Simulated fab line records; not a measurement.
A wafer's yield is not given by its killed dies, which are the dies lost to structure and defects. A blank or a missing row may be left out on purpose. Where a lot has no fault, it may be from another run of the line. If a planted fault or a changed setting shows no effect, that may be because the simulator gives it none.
Comparing a struck lot with a sound one | flow sfq_line | 26 out of 325 route steps
Sound: the wafers L424.1, L424.2, L424.3. Wafers struck: L416.1, L416.2, L416.3. The cause is named last.
Each step with rows lists, per side, the tool, then ch with its chambers, then its first start. Under that, the readings that differ: sound wafers | struck wafers | difference of the means | sigmas: that difference in standard deviations of wafers without a fault.
alike: words and numbers the same on both sides, and readings whose means are apart by under 2 such deviations; not compared: readings that were withheld, readings missing a value for some wafer, numbers with overlapping values and no deviation given by the record, and bounds like >300 which may hide the same value.
Wherever a step has rows on one side only, a row that says differs or no value, or a row with sigmas, the two part there. When numbers do not overlap yet have no deviation, they are printed without sigmas and do not part them. A reading that every wafer of one side lacks parts them only if that side has two wafers or more.

SFQ_L0_RS_MEAS_901: measurement is done with a four-point probe.
  sound on film_metro-03 at day 6 02:34; struck on film_metro-02 at day 4 10:34
  alike: L0_MONX_KI_RS
SFQ_L0_THK_MEAS_902: measures by xrf.
  sound on film_metro-03 at day 6 02:41; struck on film_metro-02 at day 4 10:41
  reading             | sound          | struck         | difference | sigmas
  L0_MONX_KI_THK (nm) | 39.0 38.6 39.4 | 40.1 39.9 40.2 | +1.1       | +3
then, 6 steps without rows for these wafers: SFQ_TRILAYER_L0_LITHO_COAT_010 (resist thk 62 nm); SFQ_TRILAYER_L0_LITHO_COAT_005 (resist thk 600 nm); SFQ_TRILAYER_L0_LITHO_SOFTBAKE_009; SFQ_TRILAYER_L0_LITHO_EXPOSE_006 (exposes mask L0, target cd 2000 nm); SFQ_TRILAYER_L0_LITHO_PEB_008 (peb time 60 s); SFQ_TRILAYER_L0_LITHO_DEVELOP_007 (time 60 s).
-- the record jumps here: 3 days lie between the struck wafers' starts before and after --
SFQ_TRILAYER_L0_BARC_OPEN_METAL_ETCH_010: etches BARC in O2, target depth 125 nm, time 41.7 s.
  sound on rie_metal-02 ch 0,1, day 10 00:40; struck on rie_metal-01 ch 0,1, day 7 20:37
  alike: drypump_motor_current_A, oes_product_au
  not compared: rf_hours_counter_h
then, 1 step without rows for these wafers: SFQ_TRILAYER_L0_ETCH_METAL_ETCH_008 (etches MoNx KI in SF6/O2, stops on SiO2, target depth 50 nm, time 25 s).
SFQ_TRILAYER_L0_STRIP_STRIP_009: strips in O2.
  sound on rie_metal-02 ch 0,1, day 10 00:46; struck on rie_metal-01 ch 0,1, day 7 20:44
  reading               | sound             | struck            | difference | sigmas
  oes_product_au (a.u.) | 0.994 1.001 0.994 | 1.014 1.006 1.023 | +0.018     | +3
  alike: drypump_motor_current_A
  not compared: rf_hours_counter_h
then, 1 step without rows for these wafers: SFQ_TRILAYER_L0_STRIP_SOLV_CLEAN_010 (cleans in NMP, time 600 s).
SFQ_TRILAYER_L0_CAP_PECVD_011: deposits SiO2 from SiH4/N2O, time 13.333 s, target thk 60 nm.
  sound on pecvd-03 ch 0,1,2, day 10 01:32; struck on pecvd-01 ch 0,1,2, day 7 21:43
  reading                                             | sound             | struck           | difference | sigmas
  model.SiO2_of_TRILAYER_L0_CAP_PECVD_011.thk_nm (nm) | 58.79 58.52 58.16 | 57.34 57.34 57.4 | -1.13      |
  alike: chamber_pressure_Torr, heater_power_w, throttle_valve_pct
then, 6 steps without rows for these wafers: SFQ_TRILAYER_L0_VIA_LITHO_COAT_018 (resist thk 62 nm); SFQ_TRILAYER_L0_VIA_LITHO_COAT_013 (resist thk 650 nm); SFQ_TRILAYER_L0_VIA_LITHO_SOFTBAKE_017; SFQ_TRILAYER_L0_VIA_LITHO_EXPOSE_014 (exposes mask L0V, target cd 700 nm); SFQ_TRILAYER_L0_VIA_LITHO_PEB_016 (peb time 60 s); SFQ_TRILAYER_L0_VIA_LITHO_DEVELOP_015 (time 60 s).
-- the record jumps here: 4 days lie between the struck wafers' starts before and after --
SFQ_L0V_OVL_MEAS_903:
  sound on overlay-01 at day 14 15:51; struck on overlay-01 at day 11 21:37
  alike: L0V_OVL
SFQ_TRILAYER_L0_VIA_BARC_OPEN_VIA_ETCH_021: etches BARC in O2, target depth 125 nm, time 41.7 s.
  sound on rie_diel-04 ch 0,1,2, day 14 15:53; struck on rie_diel-04 ch 0,2,3, day 11 21:39
  alike: drypump_motor_current_A, oes_product_au
  not compared: rf_hours_counter_h
SFQ_TRILAYER_L0_VIA_ETCH_VIA_ETCH_016: etches SiO2 in CHF3, stops on MoNx KI, target depth 80 nm.
  sound on rie_diel-04 ch 0,1,2, day 14 15:55; struck on rie_diel-04 ch 0,2,3, day 11 21:41
  reading                         | sound             | struck           | difference | sigmas
  model.etch.depth_nm (nm)        | 58.79 58.52 58.16 | 57.34 57.34 57.4 | -1.13      |
  model.L0V.feature_depth_nm (nm) | 58.79 58.52 58.16 | 57.34 57.34 57.4 | -1.13      |
  alike: drypump_motor_current_A, oes_product_au
SFQ_TRILAYER_L0_VIA_STRIP_STRIP_017: strips in O2.
  sound on rie_metal-04 ch 0, day 14 15:58; struck on rie_metal-01 ch 0, day 11 21:44
  reading               | sound             | struck            | difference | sigmas
  oes_product_au (a.u.) | 0.995 0.997 0.993 | 1.022 1.010 1.006 | +0.018     | +2
  alike: drypump_motor_current_A
  not compared: rf_hours_counter_h
then, 1 step without rows for these wafers: SFQ_TRILAYER_L0_VIA_STRIP_SOLV_CLEAN_018 (cleans in NMP, time 600 s).
SFQ_TRILAYER_M0_DEP_PRE_CLEAN_020: time 15 s.
  sound on pvd_sputter-05 at day 14 17:21; struck on pvd_sputter-06 at day 11 23:07
  reading                                             | sound            | struck           | difference | sigmas
  model.SiO2_of_TRILAYER_L0_CAP_PECVD_011.thk_nm (nm) | 53.8 53.52 53.16 | 52.34 52.34 52.4 | -1.13      |
SFQ_TRILAYER_M0_DEP_SPUTTER_019: material Nb, target thk 200 nm, time 133.3 s.
  sound on pvd_sputter-05 at day 14 17:22; struck on pvd_sputter-06 at day 11 23:08
  alike: base_pressure_pa, cathode_dc_power_W, substrate_temp_c, throttle_valve_pct

## WHERE THEY PART
First at SFQ_L0_THK_MEAS_902; last, within this record, at SFQ_TRILAYER_L0_VIA_STRIP_STRIP_017. Later steps at which nothing parts them and some readings are alike: SFQ_TRILAYER_M0_DEP_SPUTTER_019.

WHY: whatever the simulator had introduced
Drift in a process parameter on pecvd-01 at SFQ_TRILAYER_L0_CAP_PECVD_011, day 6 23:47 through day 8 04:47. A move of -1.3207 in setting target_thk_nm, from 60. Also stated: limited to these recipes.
